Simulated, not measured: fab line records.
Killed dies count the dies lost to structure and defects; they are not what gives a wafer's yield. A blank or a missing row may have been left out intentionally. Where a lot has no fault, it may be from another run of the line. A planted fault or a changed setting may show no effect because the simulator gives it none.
A struck lot beside a sound one    flow sky130    42 steps out of a route of 708
Sound: these wafers, L907.1, L907.5, L907.6. Struck: wafer L917.3 (L917.2, L917.6, from the same lot, were not struck and are left out); the cause is given at the end.
At each step with rows: each side's tool, then ch and its chambers, then its first start. Under that, the readings that differ: sound wafers    struck wafers    difference of the means    sigmas: that difference in standard deviations of wafers without a fault.
alike: readings with means less than 2 such deviations apart, plus words and numbers identical on both sides. not compared: withheld readings, readings lacking a value on some wafer, bounds such as >300 that could conceal the same value, and numbers that have no deviation in the record and whose values overlap.
The two part at a step that has a row with sigmas, a row that says differs or no value, or rows on one side only. When numbers do not overlap yet have no deviation, they are printed without sigmas and do not part them. A reading missing from all wafers of one side parts the sides only when that side holds two or more wafers.

first, 4 steps without rows for these wafers: SKY_PWDE_SOFTBAKE_03; SKY_PWDE_EXPOSE_04 (exposes mask PWDEM, target cd 840 nm); SKY_PWDE_PEB_05; SKY_PWDE_DEVELOP_06 (develop time 60 s).
SKY_PWDE_OVL_MEAS_07:
  sound on overlay-02, day 4 18:11; struck on overlay-01, day 7 01:25
  alike: PWDE_OVL
then, 1 step without rows for these wafers: SKY_PWDE_IMPLANT_08.
SKY_PWDE_STRIP_09: strips in O2/N2.
  sound on plasmaAsher-03 ch 0,1, day 4 18:22; struck on plasmaAsher-02 ch 0, day 7 01:35
reading                   sound              struck  difference  sigmas
stripTimeToEndpointS (s)  36.83 36.70 36.74  37.09   +0.33       +3
  alike: drypumpMotorCurrentA, oesProductAu
  not compared: rfHoursCounterH
SKY_PWDE_TW_MEAS_10:
  sound on filmMetro-04, day 4 18:28; struck on filmMetro-04, day 7 01:42
  alike: PWDE_TW
then, 4 steps without rows for these wafers: SKY_NWELL_DEHYDRATE_03 (time 60 s); SKY_NWELL_HMDS_04 (prime time 60 s); SKY_NWELL_COAT_05 (resist thk 3000 nm); SKY_NWELL_SOFTBAKE_06.
SKY_NWELL_EXPOSE_07: exposes mask NWM, target cd 840 nm.
  sound on ilineStepper-02 ch 0, day 5 03:10; struck on ilineStepper-01 ch 0, day 7 10:28
  alike: mask, exposureDoseMJCm2
then, 2 steps without rows for these wafers: SKY_NWELL_PEB_08; SKY_NWELL_DEVELOP_09 (develop time 60 s).
SKY_NWELL_OVL_MEAS_10:
  sound on overlay-01, day 5 12:08; struck on overlay-02, day 7 20:25
  alike: NWELL_00_OVL
then, 3 steps without rows for these wafers: SKY_NWELL_IMPLANT_11; SKY_NWELL_IMPLANT_12; SKY_NWELL_IMPLANT_13.
SKY_NWELL_STRIP_14: strips in O2/N2.
  sound on plasmaAsher-01 ch 0,1, day 5 12:37; struck on plasmaAsher-02 ch 1, day 7 20:53
  alike: drypumpMotorCurrentA, oesProductAu, stripTimeToEndpointS
  not compared: rfHoursCounterH
SKY_NWELL_TW_MEAS_15:
  sound on filmMetro-01, day 5 12:43; struck on filmMetro-04, day 7 21:00
  alike: NWELL_TW
then, 7 steps without rows for these wafers: SKY_NWELL_DEHYDRATE_16 (time 60 s); SKY_NWELL_HMDS_17 (prime time 60 s); SKY_NWELL_COAT_18 (resist thk 3000 nm); SKY_NWELL_SOFTBAKE_19; SKY_NWELL_EXPOSE_20 (exposes mask NWM COMPLEMENT, target cd 840 nm); SKY_NWELL_PEB_21; SKY_NWELL_DEVELOP_22 (develop time 60 s).
SKY_NWELL_OVL_MEAS_23:
  sound on overlay-02, day 6 06:48; struck on overlay-02, day 8 16:43
  alike: NWELL_01_OVL
then, 1 step without rows for these wafers: SKY_NWELL_IMPLANT_24.
SKY_NWELL_STRIP_25: strips in O2/N2.
  sound on plasmaAsher-04 ch 0,1, day 6 06:59; struck on plasmaAsher-01 ch 0, day 8 16:53
reading                   sound              struck  difference  sigmas
stripTimeToEndpointS (s)  36.73 36.67 36.81  36.96   +0.22       +2
  alike: drypumpMotorCurrentA, oesProductAu
  not compared: rfHoursCounterH
SKY_NWELL_TW_MEAS_26:
  sound on filmMetro-01, day 6 07:05; struck on filmMetro-04, day 8 17:00
reading     sound        struck  difference  sigmas
NWELL_2_TW  501 502 500  489     -12         -2
then, 1 step without rows for these wafers: SKY_NWELL_CLEAN_27 (cleans in SC1/SC2, time 150 s).
SKY_NWELL_RTA_28: time 30 s.
  sound on rtpAnneal-02 ch 0, day 6 07:12; struck on rtpAnneal-01 ch 0, day 8 17:07
  alike: lampPowerPct, rampUpCPerS, wafer_temp_C_max
SKY_NWELL_RS_MEAS_29: uses a four-point probe to measure.
  sound on filmMetro-04, day 6 07:18; struck on filmMetro-04, day 8 17:13
  alike: NWELL_RS
SKY_NWELL_RS_MEAS_31: uses a four-point probe to measure.
  sound on filmMetro-04, day 6 07:32; struck on filmMetro-04, day 8 17:28
  alike: PWDE_RS
then, 5 steps without rows for these wafers: SKY_VT_ADJUST_HVTP_DEHYDRATE_00 (time 60 s); SKY_VT_ADJUST_HVTP_HMDS_01 (prime time 60 s); SKY_VT_ADJUST_HVTP_COAT_02 (resist thk 1140 nm); SKY_VT_ADJUST_HVTP_SOFTBAKE_03 (time 60 s); SKY_VT_ADJUST_HVTP_EXPOSE_04 (exposes mask HVTPM, target cd 380 nm).
-- a jump in the record: the struck wafers' starts before and after are 41 days apart (it breaks off in module VT_ADJUST_HVTP and resumes in module PAD_OPEN, where the first step shown is number 708 of the route) --
SKY_PAD_OPEN_PROBE_99:
  sound on prober-01, day 46 18:25; struck on prober-01, day 49 07:33
reading                            sound              struck  difference  sigmas
killedAtFrontEnd                   12 13 16           23      +9          +2
killedAtOther                      0 0 0              2       +2          +4
model.etest.resNwell.widthNm (nm)  835.4 831.1 834.6  869.1   +35.4       
  alike: killed_at_M0_to_M3, killed_at_M4_up, killedAtContacts, killedDies, killedOpen, killedShort

WHERE THEY PART
At SKY_PWDE_STRIP_09 first; at SKY_PAD_OPEN_PROBE_99 last (within this record only).

WHY: the cause the simulator had injected
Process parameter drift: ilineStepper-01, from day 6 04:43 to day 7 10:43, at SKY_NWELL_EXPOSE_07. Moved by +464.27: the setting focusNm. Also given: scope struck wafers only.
